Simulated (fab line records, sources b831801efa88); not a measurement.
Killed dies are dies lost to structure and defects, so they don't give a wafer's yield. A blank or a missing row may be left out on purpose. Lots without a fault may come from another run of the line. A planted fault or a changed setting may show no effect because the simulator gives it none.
Which tool did it? | flow sky130 | 14 lots, 42 wafers sampled, at 2 steps of a route of 708

WHAT THE GAUGES READ, wafer by wafer
SKY_METAL3_CD_MEAS_13: target cd 300 nm. Usual: cd_nm 300.3 nm, standard deviation 1.6.
lot  | measured     | on        | cd_nm (nm)        | flag
L997 | day 38 16:40 | cd_sem-01 | 299.9 300.3 300.0 |
L999 | day 39 11:47 | cd_sem-01 | 299.7 299.1 298.4 |
L998 | day 39 14:22 | cd_sem-02 | 299.7 301.6 300.7 |
L101 | day 39 20:19 | cd_sem-01 | 300.1 300.9 299.7 |
L100 | day 40 00:26 | cd_sem-02 | 299.2 298.9 299.1 |
L105 | day 41 03:34 | cd_sem-02 | 298.4 299.7 299.5 |
L109 | day 42 05:47 | cd_sem-02 | 300.7 300.6 300.1 |
L110 | day 42 13:37 | cd_sem-01 | 299.7 299.2 301.1 |
L111 | day 42 14:44 | cd_sem-02 | 298.0 298.9 297.9 |
L112 | day 42 23:07 | cd_sem-01 | 300.8 300.5 299.2 |
L113 | day 43 01:57 | cd_sem-02 | 299.6 299.6 299.5 |
L116 | day 44 03:27 | cd_sem-02 | 299.5 300.6 299.8 |
L117 | day 44 04:24 | cd_sem-02 | 301.3 301.5 301.5 |
L118 | day 44 13:14 | cd_sem-02 | 295.8 296.3 296.6 |

WHICH TOOL RAN EACH LOT (tool, then ch and the chambers of the sampled wafers, then the start)
lot  | SKY_CAPM_STRIP_14
L997 | plasma_asher-02 ch 0,1, day 37 14:32
L999 | plasma_asher-02 ch 0,1, day 38 10:35
L998 | plasma_asher-03 ch 0,1, day 38 13:08
L101 | plasma_asher-02 ch 0,1, day 38 19:53
L100 | plasma_asher-02 ch 0,1, day 38 22:45
L105 | plasma_asher-03 ch 0,1, day 40 02:25
L109 | plasma_asher-03 ch 0,1, day 41 05:29
L110 | plasma_asher-03 ch 0,1, day 41 13:20
L111 | plasma_asher-02 ch 0,1, day 41 14:16
L112 | plasma_asher-03 ch 0,1, day 41 23:01
L113 | plasma_asher-04 ch 0,1, day 42 02:02
L116 | plasma_asher-02 ch 0,1, day 43 05:35
L117 | plasma_asher-04 ch 0,1, day 43 05:36
L118 | plasma_asher-02 ch 0,1, day 43 14:30
- SKY_CAPM_STRIP_14: strips in O2/N2.

WHAT THE TOOLS THEMSELVES READ (means of the sampled wafers that have a number; where no wafer has one, the mark that the record gives instead)
SKY_CAPM_STRIP_14. Usual: drypump_motor_current_A 5.9 A, standard deviation 0.56; n2_flow_sccm 300.1 sccm, standard deviation 1; oes_product_au 0.710 a.u., standard deviation 0.0043; strip_time_to_endpoint_s 12.66 s, standard deviation 0.052.
lot  | tool            | drypump_motor_current_A (A) | n2_flow_sccm (sccm) | oes_product_au (a.u.) | strip_time_to_endpoint_s (s) | flag
L997 | plasma_asher-02 | 6.2                         | 299.5               | 0.713                 | 12.68                        |
L999 | plasma_asher-02 | 6.3                         | 301.0               | 0.710                 | 12.66                        |
L998 | plasma_asher-03 | 5.9                         | 301.3               | 0.711                 | 12.71                        |
L101 | plasma_asher-02 | 6.3                         | 300.4               | 0.713                 | 12.63                        |
L100 | plasma_asher-02 | 6.0                         | 299.9               | 0.712                 | 12.76                        |
L105 | plasma_asher-03 | 5.9                         | 300.1               | 0.706                 | 12.61                        |
L109 | plasma_asher-03 | 5.9                         | 298.9               | 0.711                 | 12.73                        |
L110 | plasma_asher-03 | 5.9                         | 300.0               | 0.707                 | 12.72                        |
L111 | plasma_asher-02 | 6.3                         | 300.5               | 0.710                 | 12.67                        |
L112 | plasma_asher-03 | 5.6                         | 300.3               | 0.712                 | 12.59                        |
L113 | plasma_asher-04 | 6.2                         | 300.3               | 0.709                 | 12.60                        |
L116 | plasma_asher-02 | 6.2                         | 299.2               | 0.710                 | 12.69                        |
L117 | plasma_asher-04 | 6.2                         | 299.3               | 0.707                 | 12.60                        |
L118 | plasma_asher-02 | 6.0                         | 299.1               | 0.711                 | 12.57                        |

THE ANSWER, worked out from the rows above alone
Rule: a lot is off if the mean of its wafers that have a number lies more than 3 standard deviations from the usual mean. A lot without any number at a reading at which 4 lots or more have one is off too. The other lots that the step has rows for count as sound. The gauges are gone through in route order, then the tools' own readings, and for those a lot's mean is taken as printed above. The first step at which some lot is off is used, and at that step the reading that is off furthest; a lot without a number counts as furthest.
No lot is off at any reading shown: from this, nothing can be told.

WHAT THE SIMULATOR HAD PUT IN
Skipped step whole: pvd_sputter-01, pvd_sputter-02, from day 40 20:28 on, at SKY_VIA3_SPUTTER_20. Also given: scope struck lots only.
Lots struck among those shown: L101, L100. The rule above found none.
